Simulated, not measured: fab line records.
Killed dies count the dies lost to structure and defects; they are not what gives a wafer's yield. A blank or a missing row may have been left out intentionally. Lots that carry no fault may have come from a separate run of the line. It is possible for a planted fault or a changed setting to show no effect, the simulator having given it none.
Comparing a struck lot with a sound one | flow gf180mcu | 16 steps out of a route of 602
Sound: these wafers, L763.1, L763.2, L763.4. Struck: wafer L771.2. (L771.3 of the same lot was not struck and is left out.) The cause comes at the end.
Order at every step that has rows: each side's tool, ch and its chambers, its first start. Under that, the readings that differ: sound wafers | struck wafers | difference of the means | sigmas: that difference in standard deviations of wafers without a fault.
alike: a reading whose means differ by less than 2 such deviations, as well as words and numbers matching on both sides. not compared: withheld readings; readings where some wafer has no value; bounds like >300 that might hide an equal value; numbers whose values overlap and for which the record gives no deviation.
A row with sigmas, a row that says differs or no value, or rows on one side alone: a step with any of these is where the two part. Numbers that have no deviation but don't overlap get no sigmas and don't part them. Lack of a reading on every wafer of one side parts them only where that side has two or more wafers.

first, 1 step without rows for these wafers: GF_HV_LDD_IMPLANT_09.
GF_HV_LDD_STRIP_10: strips in O2/N2.
  sound on plasma asher-01 ch 0,1, day 12 03:35; struck on plasma asher-01 ch 0, day 14 16:04
  alike: chamber pressure mTorr, drypump motor current A, heater power w, n2 flow sccm, oes product au, strip time to endpoint s
  not compared: rf hours counter h
GF_HV_LDD_TW_MEAS_11:
  sound on film metro-04 at day 12 03:41; struck on film metro-03 at day 14 16:10
  alike: HV_LDD_TW
then, 7 steps without rows for these wafers: GF_HV_LDD_DEHYDRATE_12 (time 60 s); GF_HV_LDD_HMDS_13 (prime time 60 s); GF_HV_LDD_COAT_14 (resist thk 1000 nm); GF_HV_LDD_SOFTBAKE_15 (time 60 s); GF_HV_LDD_EXPOSE_16 (exposes mask Pplus LV AREA, target cd 400 nm); GF_HV_LDD_PEB_17; GF_HV_LDD_DEVELOP_18 (develop time 60 s).
GF_HV_LDD_CD_MEAS_19: target cd 400 nm.
  sound on cd sem-02 at day 12 22:18; struck on cd sem-02 at day 15 13:04
  reading    | sound             | struck | difference | sigmas
  cd nm (nm) | 401.2 403.4 400.1 | 396.8  | -4.8       | -2
GF_HV_LDD_OVL_MEAS_20:
  sound on overlay-01 at day 12 22:25; struck on overlay-01 at day 15 13:11
  alike: HV_LDD_01_OVL
GF_HV_LDD_IMPLANT_21:
  sound on implanter-03 ch 0, day 12 22:28; struck on implanter-01 ch 0, day 15 13:14
  reading            | sound             | struck | difference | sigmas
  beam on s (s)      | 10.06 10.18 10.08 | 7.67   | -2.44      | -13
  faraday current uA | 280 276 280       | 366    | +87        | +16
GF_HV_LDD_STRIP_22: strips in O2/N2.
  sound on plasma asher-02 ch 0,1, day 12 22:37; struck on plasma asher-02 ch 1, day 15 13:22
  reading             | sound             | struck | difference | sigmas
  n2 flow sccm (sccm) | 301.2 298.7 300.8 | 298.3  | -1.9       | -2
  alike: chamber pressure mTorr, drypump motor current A, heater power w, oes product au, strip time to endpoint s
  not compared: rf hours counter h
GF_HV_LDD_TW_MEAS_23:
  sound on film metro-04 at day 12 22:43; struck on film metro-02 at day 15 13:28
  reading     | sound          | struck | difference | sigmas
  HV_LDD_2_TW | 1061 1058 1056 | 970    | -88        | -16
then, 1 step without rows for these wafers: GF_HV_LDD_DEHYDRATE_24 (time 60 s).

== WHERE THEY PART ==
Last at GF_HV_LDD_TW_MEAS_23 as far as this record goes, first at GF_HV_LDD_CD_MEAS_19.

WHY: whatever the simulator had introduced
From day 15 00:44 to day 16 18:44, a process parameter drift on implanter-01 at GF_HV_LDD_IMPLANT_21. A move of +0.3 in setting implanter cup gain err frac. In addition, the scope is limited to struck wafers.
